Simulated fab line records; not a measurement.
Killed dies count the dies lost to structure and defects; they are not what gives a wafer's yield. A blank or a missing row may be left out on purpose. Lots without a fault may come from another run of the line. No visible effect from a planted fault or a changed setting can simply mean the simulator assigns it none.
Chamber matching + flow sky130 + SKY_POLY_GATE_ETCH_15 on rie_diel-01: 4 sister chambers
The step etches BARC in N2/H2, stops on SiO2, time 118.5 s, target depth 110 nm. 14 wafers are shown with their chamber, then 7 later ones without.

EACH WAFER AND ITS CHAMBER
| wafer  | chamber | drypump_motor_current_A (A) | bias_w (W) | throttle_valve_pct (%) |
|--------|---------|-----------------------------|------------|------------------------|
| L778.1 | 0       | 5.8                         | 100.16     | 13.217                 |
| L778.3 | 2       | 5.6                         | 100.38     | 13.220                 |
| L778.6 | 3       | 6.5                         | 99.99      | 13.205                 |
| L781.4 | 3       | 6.5                         | 99.83      | 13.214                 |
| L781.5 | 0       | 5.8                         | 100.47     | 13.215                 |
| L781.6 | 3       | 6.5                         | 99.62      | 13.211                 |
| L790.2 | 0       | 5.8                         | 100.46     | 13.220                 |
| L790.3 | 3       | 6.5                         | 99.77      | 13.204                 |
| L790.5 | 0       | 5.8                         | 100.36     | 13.209                 |
| L796.2 | 1       | 6.2                         | 99.91      | 13.209                 |
| L796.3 | 3       | 6.5                         | 99.34      | 13.214                 |
| L796.5 | 2       | 5.6                         | 100.04     | 13.235                 |
| L797.1 | 1       | 6.2                         | 99.91      | 13.208                 |
| L797.2 | 3       | 6.6                         | 99.87      | 13.207                 |

SIGNATURES (means of the wafers above)
| reading                 | chamber 0 | chamber 1 | chamber 2 | chamber 3 | scatter within a chamber |
|-------------------------|-----------|-----------|-----------|-----------|--------------------------|
| drypump_motor_current_A | 5.800     | 6.200     | 5.600     | 6.517     | 0.0289                   |
| bias_w                  | 100.3625  | 99.9100   | 100.2100  | 99.7367   | 0.196                    |
| throttle_valve_pct      | 13.21525  | 13.20850  | 13.22750  | 13.20917  | 0.00526                  |
Rule: distance of a wafer from a chamber = root of the sum over the readings of ((wafer's reading minus chamber's mean) / reading's scatter) squared. The wafer belongs to the nearest chamber; if the next one is less than 2 further off, it can't be placed. The scatter is the square root of a quotient: the sum, over the shown wafers, of each reading's squared deviation from its chamber's mean, divided by wafers minus chambers.

WAFERS MISSING THEIR CHAMBER
| wafer  | drypump_motor_current_A (A) | bias_w (W) | throttle_valve_pct (%) |
|--------|-----------------------------|------------|------------------------|
| L797.6 | 6.5                         | 99.98      | 13.212                 |
| L798.1 | 6.2                         | 100.28     | 13.205                 |
| L798.2 | 5.8                         | 100.00     | 13.204                 |
| L798.3 | 5.6                         | 100.08     | 13.224                 |
| L799.2 | 5.6                         | 100.04     | 13.227                 |
| L799.3 | 6.5                         | 99.60      | 13.208                 |
| L799.6 | 6.5                         | 99.77      | 13.201                 |

THE CHAMBER EACH PASSED THROUGH
| wafer  | from the rows above | in truth |
|--------|---------------------|----------|
| L797.6 | 3                   | 3        |
| L798.1 | 1                   | 1        |
| L798.2 | 0                   | 0        |
| L798.3 | 2                   | 2        |
| L799.2 | 2                   | 2        |
| L799.3 | 3                   | 3        |
| L799.6 | 3                   | 3        |
Correct placement for 7 of the 7. From these rows, 0 cannot be placed. Number placed wrongly: 0.
